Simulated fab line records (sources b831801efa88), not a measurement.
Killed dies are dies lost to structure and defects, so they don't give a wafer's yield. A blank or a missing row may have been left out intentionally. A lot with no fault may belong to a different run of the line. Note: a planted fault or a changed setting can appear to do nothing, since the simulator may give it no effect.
Which tool did it? | flow sky130 | Sampling: 6 lots, 18 wafers, 3 of 708 route steps

== WHAT THE GAUGES READ, wafer by wafer ==
SKY_VT_ADJUST_PCH_TW_MEAS_10.
lot  | measured     | on            | VT_ADJUST_PCH_TW
L886 | day 11 18:41 | film_metro-01 | 141.6 142.5 142.4
L888 | day 12 06:01 | film_metro-03 | 141.8 141.3 141.0
L891 | day 13 07:06 | film_metro-03 | 142.0 141.9 142.0
L895 | day 14 10:53 | film_metro-03 | 141.5 141.1 141.7
L898 | day 16 01:51 | film_metro-01 | 148.1 149.0 148.8 148.1 148.5 149.2
L903 | day 17 05:03 | film_metro-01 | 143.0 142.6 141.9

== EACH LOT AND THE TOOL THAT RAN IT (in order: tool; ch and the chambers of the sampled wafers; start) ==
lot  | SKY_VT_ADJUST_HVTR_STRIP_10          | SKY_VT_ADJUST_PCH_IMPLANT_08
L886 | plasma_asher-03 ch 0,1, day 10 18:13 | implanter-04 ch 0, day 11 18:26
L888 | plasma_asher-04 ch 0,1, day 11 05:19 | implanter-04 ch 0, day 12 05:47
L891 | plasma_asher-04 ch 0,1, day 12 06:05 | implanter-04 ch 0, day 13 06:51
L895 | plasma_asher-01 ch 0, day 13 08:58   | implanter-01 ch 0, day 14 10:38
L898 | plasma_asher-01 ch 0,1, day 14 22:55 | implanter-01 ch 0, day 16 01:36
L903 | plasma_asher-01 ch 0, day 16 00:44   | implanter-04 ch 0, day 17 04:49
- SKY_VT_ADJUST_HVTR_STRIP_10: strips in O2/N2.
- SKY_VT_ADJUST_PCH_IMPLANT_08

== THE ANSWER, worked out from the rows above alone ==
Rule: the usual values come from the lots themselves. The widest of any qualifying gaps counts: lots, ordered by their means at a reading, are off when they make up no more than a third of the lots, leave a main group of 4 or more, and stand apart from it by 3 or more times the standard deviation of that group's means. Not used: any main group whose means are identical at the precision the tables above print for the reading. A lot without any number at a reading at which 4 lots or more have one is off too. The other lots that the step has rows for count as sound.
Off: L898, seen at SKY_VT_ADJUST_PCH_TW_MEAS_10 (VT_ADJUST_PCH_TW). Main group: mean 141.9, sd 0.43.
A tool fits if, at a process step before that reading, it ran every lot that is off, and no sound lot after the first of them. Gauges at SKY_VT_ADJUST_PCH_TW_MEAS_10: tried the same way as those tools. One fits: implanter-01 at SKY_VT_ADJUST_PCH_IMPLANT_08. Its last sound lot is L895 (day 14 10:38), its first lot that is off L898 (day 16 01:36): a fault that began between those two fits.

== WHAT THE SIMULATOR HAD INSERTED ==
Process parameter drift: implanter-01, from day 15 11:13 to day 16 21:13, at SKY_VT_ADJUST_PCH_IMPLANT_08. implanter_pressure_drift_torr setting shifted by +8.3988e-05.
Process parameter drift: implanter-01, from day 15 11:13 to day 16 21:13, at SKY_VT_ADJUST_PCH_IMPLANT_08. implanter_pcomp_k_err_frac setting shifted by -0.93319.
Shown lots that were struck: L898. The same result came from the rule above.
